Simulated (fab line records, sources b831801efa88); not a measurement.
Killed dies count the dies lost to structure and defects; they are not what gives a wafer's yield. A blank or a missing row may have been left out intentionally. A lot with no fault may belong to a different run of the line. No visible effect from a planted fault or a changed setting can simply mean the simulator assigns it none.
Chamber matching | flow gf180mcu | GF_V4_ETCH_16 on rie diel-02 has 4 sister chambers
The step etches BARC in N2/H2. 27 wafers are shown with their chamber, then 12 later ones without.

## EACH WAFER AND ITS CHAMBER
wafer  | chamber | drypump motor current A (A) | oes product au (a.u.) | throttle valve pct (%)
L074.1 | 2       | 5.4                         | 0.859                 | 13.236
L074.2 | 3       | 5.0                         | 0.856                 | 13.223
L074.6 | 1       | 5.9                         | 0.858                 | 13.231
L075.2 | 1       | 5.9                         | 0.852                 | 13.231
L075.3 | 2       | 5.4                         | 0.865                 | 13.222
L075.4 | 0       | 6.0                         | 0.852                 | 13.212
L078.1 | 1       | 5.8                         | 0.852                 | 13.216
L078.4 | 1       | 5.8                         | 0.854                 | 13.228
L078.5 | 3       | 5.1                         | 0.858                 | 13.225
L082.3 | 2       | 5.4                         | 0.862                 | 13.226
L082.4 | 3       | 5.1                         | 0.864                 | 13.216
L082.5 | 2       | 5.4                         | 0.854                 | 13.212
L084.3 | 1       | 5.9                         | 0.851                 | 13.228
L084.5 | 3       | 5.1                         | 0.855                 | 13.247
L084.6 | 0       | 6.0                         | 0.854                 | 13.213
L085.1 | 0       | 6.0                         | 0.850                 | 13.222
L085.2 | 1       | 5.9                         | 0.853                 | 13.227
L085.6 | 2       | 5.3                         | 0.857                 | 13.217
L086.4 | 1       | 5.9                         | 0.850                 | 13.217
L086.5 | 2       | 5.3                         | 0.853                 | 13.221
L086.6 | 3       | 5.1                         | 0.859                 | 13.230
L089.1 | 2       | 5.4                         | 0.846                 | 13.222
L089.2 | 0       | 6.0                         | 0.847                 | 13.231
L089.6 | 3       | 5.1                         | 0.852                 | 13.217
L090.1 | 3       | 5.1                         | 0.851                 | 13.229
L090.3 | 1       | 5.9                         | 0.856                 | 13.230
L090.6 | 2       | 5.4                         | 0.852                 | 13.224

SIGNATURES (averages over the wafers above)
reading                 | chamber 0 | chamber 1 | chamber 2 | chamber 3 | scatter within a chamber
drypump motor current A | 6.000     | 5.875     | 5.375     | 5.086     | 0.041
oes product au          | 0.85075   | 0.85325   | 0.85600   | 0.85643   | 0.00442
throttle valve pct      | 13.21950  | 13.22600  | 13.22250  | 13.22671  | 0.00804
Rule: for each reading, subtract the chamber's mean from the wafer's reading, divide by that reading's scatter and square the result; add these up over the readings and take the root, which gives the wafer's distance from the chamber. If the next closest chamber is less than 2 further off than the closest, the wafer can't be placed; otherwise it belongs to the closest. The scatter is the square root of a quotient: the sum, over the shown wafers, of each reading's squared deviation from its chamber's mean, divided by wafers minus chambers.

## WAFERS WHOSE CHAMBER IS MISSING
wafer  | drypump motor current A (A) | oes product au (a.u.) | throttle valve pct (%)
L091.1 | 6.0                         | 0.857                 | 13.242
L091.3 | 5.9                         | 0.857                 | 13.222
L091.6 | 5.1                         | 0.850                 | 13.213
L093.1 | 5.0                         | 0.856                 | 13.205
L093.2 | 5.9                         | 0.857                 | 13.238
L093.6 | 5.9                         | 0.857                 | 13.214
L094.1 | 5.9                         | 0.855                 | 13.201
L094.3 | 5.4                         | 0.851                 | 13.232
L094.4 | 5.9                         | 0.849                 | 13.229
L096.2 | 5.9                         | 0.856                 | 13.221
L096.5 | 5.1                         | 0.847                 | 13.214
L096.6 | 5.4                         | 0.858                 | 13.218

## WHICH CHAMBER EACH WENT THROUGH
wafer  | from the rows above     | in truth
L091.1 | can't be placed: 0 or 1 | 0
L091.3 | can't be placed: 1 or 0 | 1
L091.6 | 3                       | 3
L093.1 | 3                       | 3
L093.2 | can't be placed: 1 or 0 | 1
L093.6 | can't be placed: 1 or 0 | 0
L094.1 | can't be placed: 1 or 0 | 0
L094.3 | 2                       | 2
L094.4 | can't be placed: 1 or 0 | 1
L096.2 | can't be placed: 1 or 0 | 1
L096.5 | 3                       | 3
L096.6 | 2                       | 2
Correct placement for 5 of the 12. Not placeable from these rows: 7 (in 7, the candidates include the true chamber). Placed wrongly: 0.
